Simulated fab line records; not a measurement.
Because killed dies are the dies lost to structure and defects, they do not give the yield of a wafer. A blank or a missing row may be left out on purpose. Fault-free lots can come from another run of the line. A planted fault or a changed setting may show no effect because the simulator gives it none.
Which of the tools did it?	flow sky130	14 lots, 42 wafers sampled, at 4 steps of a route of 708

## WHAT EACH GAUGE READ, for each wafer
SKY_METAL2_OVL_MEAS_16.
lot	measured	on	METAL2_OVL (nm)
L942	day 35 07:26	overlay-02	-4 -1 -2
L944	day 36 01:47	overlay-01	6 5 7
L946	day 36 09:41	overlay-01	2 -7 5
L945	day 36 10:02	overlay-01	-7 -7 -14
L947	day 37 02:50	overlay-02	-2 -1 -3
L949	day 37 16:26	overlay-02	-3 -3 -12
L952	day 38 09:55	overlay-02	-4 -4 0
L954	day 39 00:22	overlay-02	-9 -9 -9
L956	day 39 17:35	overlay-02	- - -
L957	day 40 03:08	overlay-01	- - -
L959	day 41 01:34	overlay-01	-4 3 2
L963	day 41 11:56	overlay-02	-1 -1 -14
L964	day 42 00:17	overlay-02	2 1 5
L965	day 42 05:52	overlay-02	-5 -5 2

SKY_VIA2_THK_MEAS_01.
lot	measured	on	VIA2_HDPCVD_THK (nm)
L942	day 35 08:25	film metro-02	1197 1193 1197
L944	day 36 02:46	film metro-03	1173 1172 1178
L946	day 36 10:42	film metro-04	1174 1163 1175
L945	day 36 11:01	film metro-02	1164 1167 1193
L947	day 37 03:47	film metro-02	1177 1172 1162
L949	day 37 17:23	film metro-04	1188 1178 1175
L952	day 38 10:53	film metro-04	1177 1187 1168
L954	day 39 01:24	film metro-03	1188 1163 1190
L959	day 41 03:20	film metro-03	1170 1174 1169
L963	day 41 13:26	film metro-02	1173 1184 1175
L964	day 42 01:17	film metro-03	1170 1178 1159
L965	day 42 07:20	film metro-02	1193 1188 1168

## EACH LOT AND THE TOOL THAT RAN IT (in order: tool; ch and the chambers of the sampled wafers; start)
lot	SKY_VIA1_CVD_21	SKY_METAL2_DEVELOP_14
L942	cvd w-02 ch 1, day 34 04:09	litho track-01 ch 0, day 35 07:00
L944	cvd w-02 ch 0,1, day 34 23:34	litho track-04 ch 0, day 36 01:00
L946	cvd w-01 ch 0,1, day 35 07:05	litho track-01 ch 0, day 36 09:00
L945	cvd w-02 ch 0,1, day 35 07:14	litho track-01 ch 0, day 36 09:00
L947	cvd w-01 ch 0,1, day 36 00:23	litho track-01 ch 0, day 37 02:00
L949	cvd w-01 ch 0, day 36 13:44	litho track-01 ch 0, day 37 16:00
L952	cvd w-01 ch 0,1, day 37 07:33	litho track-04 ch 0, day 38 09:00
L954	cvd w-02 ch 0,1, day 37 22:08	litho track-02 ch 0, day 39 00:00
L956	cvd w-01 ch 0,1, day 38 16:19	litho track-04, day 39 17:00
L957	cvd w-01 ch 0,1, day 39 01:19	litho track-04, day 40 02:00
L959	cvd w-01 ch 0,1, day 39 20:37	litho track-02 ch 0, day 41 01:00
L963	cvd w-02 ch 0,1, day 40 11:05	litho track-04 ch 0, day 41 11:00
L964	cvd w-01 ch 0,1, day 40 23:59	litho track-01 ch 0, day 42 00:00
L965	cvd w-02 ch 0,1, day 41 05:53	litho track-02 ch 0, day 42 05:00
- SKY_VIA1_CVD_21: deposits W, target thk 270 nm, time 80.902 s.
- SKY_METAL2_DEVELOP_14: develop time 61.34 s.

## WHAT THE TOOLS THEMSELVES READ (means of the sampled wafers that have a number; where no wafer has one, the mark that the record gives instead)
SKY_VIA1_CVD_21.
lot	tool	heater power outer w (W)	heater power w (W)
L942	cvd w-02	606	1032
L944	cvd w-02	589	942
L946	cvd w-01	540	861
L945	cvd w-02	593	942
L947	cvd w-01	541	864
L949	cvd w-01	583	973
L952	cvd w-01	561	926
L954	cvd w-02	582	974
L956	cvd w-01	563	925
L957	cvd w-01	565	931
L959	cvd w-01	546	875
L963	cvd w-02	557	908
L964	cvd w-01	550	870
L965	cvd w-02	551	917

SKY_METAL2_DEVELOP_14.
lot	tool	chill plate temp C (C)
L942	litho track-01	23.06
L944	litho track-04	22.95
L946	litho track-01	22.93
L945	litho track-01	22.90
L947	litho track-01	22.93
L949	litho track-01	22.99
L952	litho track-04	23.08
L954	litho track-02	23.02
L956	litho track-04	-
L957	litho track-04	-
L959	litho track-02	22.99
L963	litho track-04	22.96
L964	litho track-01	23.02
L965	litho track-02	23.02

## THE ANSWER, worked out from the rows above alone
Rule: what is usual is taken from the lots themselves. The widest of any qualifying gaps counts: lots, ordered by their means at a reading, are off when they make up no more than a third of the lots, leave a main group of 4 or more, and stand apart from it by 3 or more times the standard deviation of that group's means. If all means in a main group match to the digits the tables above print for the reading, that group is not used. A lot without any number at a reading at which 4 lots or more have one is off too. All remaining lots with rows at the step are treated as sound. First the gauges in route order, then the tools' own readings, where a lot's mean is used as printed above. At the first step where some lot is off, the reading lying furthest off is the one used; lots without a number count as furthest.
Off: L956, L957, at SKY_METAL2_OVL_MEAS_16 (METAL2_OVL). Without a number there: L956, L957. Mean -3 nm and standard deviation 4.3 in the main group.
If a tool, at a process step before that reading, ran all the lots that are off and no sound lot after the first of them, it fits. Not tried: the gauges at SKY_METAL2_OVL_MEAS_16; whatever is off there is also off at SKY_METAL2_DEVELOP_14, on other tools, and gauge error can't account for it. None of those tried fits.

## WHAT THE SIMULATOR HAD PUT IN
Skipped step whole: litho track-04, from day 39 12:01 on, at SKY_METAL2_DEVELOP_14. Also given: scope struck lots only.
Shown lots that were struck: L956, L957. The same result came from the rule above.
